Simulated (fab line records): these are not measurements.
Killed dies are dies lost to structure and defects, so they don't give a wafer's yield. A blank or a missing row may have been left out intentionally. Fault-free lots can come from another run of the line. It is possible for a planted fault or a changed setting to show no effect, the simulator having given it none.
Chamber matching	flow gf180mcu	3 sister chambers for GF_V4_CVD_02 on pecvd-04
The step deposits SiO2 from TEOS, target thk 850 nm, time 94.851 s. 3 wafers are shown with their chamber, then 7 later ones without.

== EACH WAFER AND ITS CHAMBER ==
wafer	chamber	rf fwd power W (W)
L496.6	1	597.8
L504.6	2	595.7
L507.4	0	599.4

== WAFERS WITH NO CHAMBER GIVEN ==
wafer	rf fwd power W (W)
L507.6	594.4
L508.4	597.7
L508.5	596.4
L508.6	597.9
L509.1	595.0
L509.4	593.5
L509.5	595.8

== EACH ONE'S CHAMBER ==
wafer	from the rows above	in truth
L507.6	2	2
L508.4	can't be placed: 1 or 0 or 2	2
L508.5	can't be placed: 2 or 1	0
L508.6	can't be placed: 1 or 0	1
L509.1	2	2
L509.4	2	2
L509.5	can't be placed: 2 or 1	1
Correct placement for 3 of the 7. From these rows, 4 cannot be placed; in 3 the true chamber is one of the candidates. Number placed wrongly: 0.
How it was worked out, from the rows above alone: a wafer's distance from a chamber is the root of the sum, over the readings, of the square of ((its reading less the chamber's mean) divided by the reading's scatter). If the next closest chamber is less than 2 further off than the closest, the wafer can't be placed; otherwise it belongs to the closest. The mean given for a chamber averages the wafers shown for that chamber. The scatter: with one shown wafer a chamber, the root of the mean of the squares of how far each hidden wafer lies from its nearest shown one.
